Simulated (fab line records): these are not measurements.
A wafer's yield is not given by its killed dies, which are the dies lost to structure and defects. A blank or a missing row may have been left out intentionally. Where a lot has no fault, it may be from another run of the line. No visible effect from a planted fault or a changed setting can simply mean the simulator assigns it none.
Matching of chambers | flow sky130 | SKY_METAL4_ETCH_17 on rie_diel-03 has 4 sister chambers
The step etches SiO2 in C4F8/O2/Ar, stops on TiN, time 3.9 s, target depth 15 nm. 4 wafers are shown with their chamber, then 8 later ones without.

== WAFERS PAIRED WITH THEIR CHAMBERS ==
wafer  | chamber | oes_product_au (a.u.)
L225.2 | 1       | 0.761
L229.5 | 3       | 0.741
L230.4 | 2       | 0.748
L231.1 | 0       | 0.754

== WAFERS MISSING THEIR CHAMBER ==
wafer  | oes_product_au (a.u.)
L231.2 | 0.760
L231.4 | 0.757
L233.1 | 0.752
L233.3 | 0.753
L233.5 | 0.742
L243.1 | 0.746
L243.2 | 0.749
L243.6 | 0.756

== THE CHAMBER EACH PASSED THROUGH ==
wafer  | from the rows above     | in truth
L231.2 | 1                       | 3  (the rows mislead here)
L231.4 | can't be placed: 0 or 1 | 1
L233.1 | can't be placed: 0 or 2 | 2
L233.3 | 0                       | 0
L233.5 | 3                       | 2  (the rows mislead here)
L243.1 | can't be placed: 2 or 3 | 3
L243.2 | 2                       | 2
L243.6 | can't be placed: 0 or 1 | 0
2 of 8 placed correctly. Not placeable from these rows: 4 (in 4, the candidates include the true chamber). Number placed wrongly: 2.
How it was worked out, from the rows above alone: a wafer's distance from a chamber is the root of the sum, over the readings, of the square of ((its reading less the chamber's mean) divided by the reading's scatter). If the next closest chamber is less than 2 further off than the closest, the wafer can't be placed; otherwise it belongs to the closest. For every chamber, the mean is computed from those of its wafers that are shown. The scatter: root of mean squared gap, hidden wafer to nearest shown wafer, with one shown wafer a chamber.
